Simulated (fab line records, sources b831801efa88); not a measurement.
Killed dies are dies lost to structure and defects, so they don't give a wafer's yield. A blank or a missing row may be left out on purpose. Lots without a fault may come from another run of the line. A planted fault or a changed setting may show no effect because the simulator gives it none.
Tool commonality check | flow sfq_line | 14 lots, 41 wafers sampled

WHY IT WAS OPENED
At SFQ_M1_RS_MEAS_909 the reading M1_NB_RS is flagged on 2 of 14 lots. Wafers without a fault read 0.889 ohm/sq, standard deviation 0.0087.
Rule: a lot is flagged when every wafer of it that has a number lies more than 4 standard deviations from that mean, or none has a number. The other lots count as sound.

lot  | measured     | on            | M1_NB_RS (ohm/sq), wafer by wafer | flag
L518 | day 12 18:37 | film_metro-02 | 0.895 0.896 0.902                 |
L520 | day 13 09:27 | film_metro-02 | 0.893 0.889 0.893                 |
L521 | day 13 14:11 | film_metro-04 | 0.902 0.899 0.893                 |
L522 | day 13 21:25 | film_metro-02 | 0.897 0.903 0.899                 |
L523 | day 14 10:14 | film_metro-04 | 0.895 0.901 0.909                 |
L524 | day 15 03:08 | film_metro-02 | 0.889 0.880 0.887                 |
L529 | day 17 15:02 | film_metro-04 | 0.612 0.612                       | FLAGGED
L530 | day 17 18:37 | film_metro-02 | 0.614 0.617 0.618                 | FLAGGED
L531 | day 17 23:17 | film_metro-02 | 0.890 0.891 0.887                 |
L535 | day 19 00:31 | film_metro-03 | 0.877 0.878 0.869                 |
L537 | day 19 20:19 | film_metro-04 | 0.890 0.880 0.886                 |
L538 | day 20 00:31 | film_metro-02 | 0.885 0.881 0.885                 |
L539 | day 20 06:32 | film_metro-02 | 0.885 0.880 0.878                 |
L541 | day 21 01:52 | film_metro-02 | 0.889 0.886 0.885                 |
The numbers of the flagged lots are 0.615 ohm/sq on average: -0.274 ohm/sq against the usual, or -32 standard deviations.

WHICH TOOL RAN EACH LOT
The record holds 1 process step before the reading, out of a route of 325 steps. In each cell: the tool, then ch and the chambers that the sampled wafers went through, then the start.
lot  | flag    | SFQ_TRILAYER_M1_DEP_SPUTTER_037
L518 |         | pvd_sputter-06, day 12 18:30
L520 |         | pvd_sputter-03, day 13 09:19
L521 |         | pvd_sputter-03, day 13 14:06
L522 |         | pvd_sputter-04, day 13 21:18
L523 |         | pvd_sputter-06, day 14 10:09
L524 |         | pvd_sputter-06, day 15 03:02
L529 | FLAGGED | pvd_sputter-04, day 17 14:50
L530 | FLAGGED | pvd_sputter-04, day 17 18:25
L531 |         | pvd_sputter-03, day 17 23:11
L535 |         | pvd_sputter-06, day 19 00:23
L537 |         | pvd_sputter-03, day 19 20:12
L538 |         | pvd_sputter-06, day 20 00:23
L539 |         | pvd_sputter-06, day 20 06:25
L541 |         | pvd_sputter-04, day 21 01:46
What these steps do:
- SFQ_TRILAYER_M1_DEP_SPUTTER_037: material Nb, target thk 200 nm, time 133.3 s.
- SFQ_M1_RS_MEAS_909: measures by four-point-probe.

FLAGGED OVER TOTAL, TOOL BY TOOL (the gauges that took the reading come last)
step                            | tool           | lots run | flagged | share of the flagged lots | sound lots run after its first flagged lot
SFQ_TRILAYER_M1_DEP_SPUTTER_037 | pvd_sputter-03 | 4        | 0       | none                      | -
SFQ_TRILAYER_M1_DEP_SPUTTER_037 | pvd_sputter-04 | 4        | 2       | all                       | 1 (L541)
SFQ_TRILAYER_M1_DEP_SPUTTER_037 | pvd_sputter-06 | 6        | 0       | none                      | -
SFQ_M1_RS_MEAS_909              | film_metro-02  | 9        | 1       | some                      | 4 (L531,L538,L539,L541)
SFQ_M1_RS_MEAS_909              | film_metro-03  | 1        | 0       | none                      | -
SFQ_M1_RS_MEAS_909              | film_metro-04  | 4        | 1       | some                      | 1 (L537)

WHAT THE TABLE ALLOWS
1 row of the table ran every flagged lot: pvd_sputter-04 at SFQ_TRILAYER_M1_DEP_SPUTTER_037.
- pvd_sputter-04 at SFQ_TRILAYER_M1_DEP_SPUTTER_037: 2 of its 4 lots flagged. Sound lots ran on it after the first flagged one (L541), which a lasting fault on the whole tool wouldn't allow.
No row of the table ran every flagged lot and no sound lot after the first.

WHAT THE SIMULATOR HAD PUT IN
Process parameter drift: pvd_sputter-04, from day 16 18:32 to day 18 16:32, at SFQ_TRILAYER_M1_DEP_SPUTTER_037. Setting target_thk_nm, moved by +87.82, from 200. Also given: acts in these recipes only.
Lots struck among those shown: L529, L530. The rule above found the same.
